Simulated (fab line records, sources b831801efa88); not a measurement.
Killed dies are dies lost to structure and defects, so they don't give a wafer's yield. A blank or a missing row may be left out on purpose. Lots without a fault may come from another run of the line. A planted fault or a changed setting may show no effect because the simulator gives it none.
Tool commonality check | flow sky130 | 13 lots, 39 wafers sampled

WHY IT WAS OPENED
At SKY_SONOS_ONO_THK_MEAS_03 the reading SONOS_ONO_CVD_02_THK is flagged on 3 of 13 lots. Wafers without a fault read 10.52 nm, standard deviation 0.13.
Rule: a lot is flagged when every wafer of it that has a number lies more than 4 standard deviations from that mean, or none has a number. The other lots count as sound.

lot  | measured     | on            | SONOS_ONO_CVD_02_THK (nm), wafer by wafer | flag
L672 | day 12 13:50 | film_metro-03 | 10.54 10.47 10.52                         |
L669 | day 12 13:50 | film_metro-02 | 10.55 10.51 10.49                         |
L671 | day 12 14:53 | film_metro-01 | 10.28 10.26 10.38                         |
L673 | day 13 01:32 | film_metro-02 | 10.56 10.39 10.50                         |
L674 | day 13 08:19 | film_metro-02 | 10.49 10.47 10.52                         |
L677 | day 14 10:50 | film_metro-02 | 10.65 10.76 10.56                         |
L679 | day 15 02:13 | film_metro-01 | 10.75 10.70 10.62                         |
L681 | day 15 13:52 | film_metro-03 | 10.59 10.58 10.62                         |
L682 | day 16 21:41 | film_metro-03 | 10.40 10.59 10.32                         |
L683 | day 16 21:41 | film_metro-01 | 10.76 10.50 10.55                         |
L685 | day 17 10:32 | film_metro-02 | 8.86 8.84 9.09                            | FLAGGED
L684 | day 17 11:35 | film_metro-02 | 8.86 8.72 8.71                            | FLAGGED
L687 | day 17 21:31 | film_metro-01 | 8.85 8.79 8.88                            | FLAGGED
The numbers of the flagged lots are 8.84 nm on average: -1.68 nm against the usual, or -13 standard deviations.

WHICH TOOL RAN EACH LOT
The record holds 1 process step before the reading, out of a route of 708 steps. In each cell: the tool, then ch and the chambers that the sampled wafers went through, then the start.
lot  | flag    | SKY_SONOS_ONO_CVD_02
L672 |         | lpcvd-02 ch 0, day 12 12:14
L669 |         | lpcvd-02 ch 1, day 12 12:14
L671 |         | lpcvd-02 ch 0, day 12 13:49
L673 |         | lpcvd-02 ch 1, day 13 00:29
L674 |         | lpcvd-02 ch 0, day 13 07:16
L677 |         | lpcvd-02 ch 0, day 14 09:47
L679 |         | lpcvd-02 ch 0, day 15 01:10
L681 |         | lpcvd-02 ch 1, day 15 12:48
L682 |         | lpcvd-02 ch 1, day 16 20:38
L683 |         | lpcvd-02 ch 0, day 16 20:38
L685 | FLAGGED | lpcvd-02 ch 1, day 17 09:29
L684 | FLAGGED | lpcvd-02 ch 1, day 17 10:32
L687 | FLAGGED | lpcvd-02 ch 0, day 17 20:28
What these steps do:
- SKY_SONOS_ONO_CVD_02: deposits Si3N4 from DCS/NH3, target thk 10.5 nm, time 180 s.
- SKY_SONOS_ONO_THK_MEAS_03

FLAGGED OVER TOTAL, TOOL BY TOOL (the gauges that took the reading come last)
step                      | tool          | lots run | flagged | share of the flagged lots | sound lots run after its first flagged lot
SKY_SONOS_ONO_CVD_02      | lpcvd-02      | 13       | 3       | all                       | 0
SKY_SONOS_ONO_THK_MEAS_03 | film_metro-01 | 4        | 1       | some                      | 0
SKY_SONOS_ONO_THK_MEAS_03 | film_metro-02 | 6        | 2       | some                      | 0
SKY_SONOS_ONO_THK_MEAS_03 | film_metro-03 | 3        | 0       | none                      | -

WHAT THE TABLE ALLOWS
1 row of the table ran every flagged lot: lpcvd-02 at SKY_SONOS_ONO_CVD_02.
- lpcvd-02 at SKY_SONOS_ONO_CVD_02: 3 of its 13 lots flagged. Its last sound lot is L682 (day 16 20:38), its first flagged lot L685 (day 17 09:29): a fault that began between those two fits. Its own readings lie more than 4 standard deviations out on every wafer of the flagged lots: spike_tc_centre_C, spike_tc_lower_C, spike_tc_upper_C.
One tool is left: lpcvd-02 at SKY_SONOS_ONO_CVD_02.

WHAT THE SIMULATOR HAD PUT IN
Process parameter drift: lpcvd-02, from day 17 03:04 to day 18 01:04, at SKY_SONOS_ONO_CVD_02. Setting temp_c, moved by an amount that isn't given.
Lots struck among those shown: L685, L684, L687. The rule above found the same.
